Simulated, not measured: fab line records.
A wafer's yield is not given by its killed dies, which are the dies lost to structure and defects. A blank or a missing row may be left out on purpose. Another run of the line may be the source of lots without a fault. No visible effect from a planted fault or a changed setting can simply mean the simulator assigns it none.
Chamber matching || flow sky130 || cmp-01 running SKY_VIA1_CMP_02: 4 sister chambers
The step polishes SiO2. 4 wafers are shown with their chamber, then 12 later ones without.

== WAFERS, EACH WITH ITS CHAMBER ==
{"wafer": "L090.4", "chamber": 3, "motorCurrentA (A)": 13.0}
{"wafer": "L091.2", "chamber": 1, "motorCurrentA (A)": 11.2}
{"wafer": "L091.3", "chamber": 2, "motorCurrentA (A)": 10.6}
{"wafer": "L091.5", "chamber": 0, "motorCurrentA (A)": 11.7}

== WAFERS WITH NO CHAMBER GIVEN ==
{"wafer": "L093.1", "motorCurrentA (A)": 11.9}
{"wafer": "L093.5", "motorCurrentA (A)": 11.6}
{"wafer": "L093.6", "motorCurrentA (A)": 13.1}
{"wafer": "L094.2", "motorCurrentA (A)": 11.0}
{"wafer": "L094.4", "motorCurrentA (A)": 11.9}
{"wafer": "L094.5", "motorCurrentA (A)": 11.1}
{"wafer": "L096.1", "motorCurrentA (A)": 12.6}
{"wafer": "L096.2", "motorCurrentA (A)": 11.9}
{"wafer": "L096.5", "motorCurrentA (A)": 12.7}
{"wafer": "L095.1", "motorCurrentA (A)": 12.5}
{"wafer": "L095.2", "motorCurrentA (A)": 11.7}
{"wafer": "L095.4", "motorCurrentA (A)": 10.8}

== WHICH CHAMBER EACH WENT THROUGH ==
{"wafer": "L093.1", "from the rows above": 0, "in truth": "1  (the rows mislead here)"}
{"wafer": "L093.5", "from the rows above": "can't be placed: 0 or 1", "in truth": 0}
{"wafer": "L093.6", "from the rows above": 3, "in truth": 3}
{"wafer": "L094.2", "from the rows above": "can't be placed: 1 or 2", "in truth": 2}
{"wafer": "L094.4", "from the rows above": 0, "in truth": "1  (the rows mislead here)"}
{"wafer": "L094.5", "from the rows above": "can't be placed: 1 or 2", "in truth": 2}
{"wafer": "L096.1", "from the rows above": 3, "in truth": 3}
{"wafer": "L096.2", "from the rows above": 0, "in truth": 0}
{"wafer": "L096.5", "from the rows above": 3, "in truth": 3}
{"wafer": "L095.1", "from the rows above": "can't be placed: 3 or 0", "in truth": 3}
{"wafer": "L095.2", "from the rows above": 0, "in truth": 0}
{"wafer": "L095.4", "from the rows above": "can't be placed: 2 or 1", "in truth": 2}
Correctly placed: 5 of 12. Can't be placed from these rows: 5 (the true chamber is among the candidates in 5). Placed wrongly: 2.
How it was worked out, from the rows above alone: a wafer's distance from a chamber is the root of the sum, over the readings, of the square of ((its reading less the chamber's mean) divided by the reading's scatter). The wafer belongs to the nearest chamber; if the next one is less than 2 further off, it can't be placed. A chamber's mean is the mean of its shown wafers. The scatter (one wafer shown for each chamber): square how far every hidden wafer sits from the nearest shown wafer, average those squares and take the square root.
